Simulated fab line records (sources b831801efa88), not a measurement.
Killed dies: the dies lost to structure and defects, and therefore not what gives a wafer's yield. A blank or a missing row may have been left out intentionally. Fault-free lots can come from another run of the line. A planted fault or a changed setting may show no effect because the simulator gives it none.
Matching of chambers ; flow sky130 ; SKY_CONTACT_CVD_00 on pecvd-04: 3 sister chambers
The step deposits Si3N4, target thk 75 nm. 6 wafers are shown with their chamber, then 7 later ones without.

WAFERS, EACH WITH ITS CHAMBER
wafer;chamber;rfFwdPowerW (W);heaterPowerW (W)
L707.5;2;446.4;770
L711.1;2;448.4;854
L711.3;0;444.2;787
L714.1;1;441.2;995
L714.5;1;441.5;971
L714.6;0;445.6;803

WAFERS WHOSE CHAMBER IS MISSING
wafer;rfFwdPowerW (W);heaterPowerW (W)
L717.2;444.4;834
L717.5;445.3;835
L719.3;443.9;792
L719.4;444.2;829
L719.6;442.8;970
L721.2;443.5;912
L721.4;445.3;736

WHICH CHAMBER EACH ONE RAN IN
wafer;from the rows above;in truth
L717.2;can't be placed: 0 or 2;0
L717.5;can't be placed: 0 or 2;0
L719.3;0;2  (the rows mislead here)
L719.4;0;0
L719.6;1;1
L721.2;can't be placed: 1 or 0 or 2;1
L721.4;can't be placed: 0 or 2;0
Correct placement for 2 of the 7. These rows do not allow placing 4 (true chamber among the candidates in 4). 1 placed wrongly.
How it was worked out, from the rows above alone: a wafer's distance from a chamber is the root of the sum, over the readings, of the square of ((its reading less the chamber's mean) divided by the reading's scatter). If the next closest chamber is less than 2 further off than the closest, the wafer can't be placed; otherwise it belongs to the closest. For every chamber, the mean is computed from those of its wafers that are shown. The scatter: take each reading less its chamber's mean, square it, sum over the shown wafers, divide by the number of wafers less the number of chambers, and take the root.
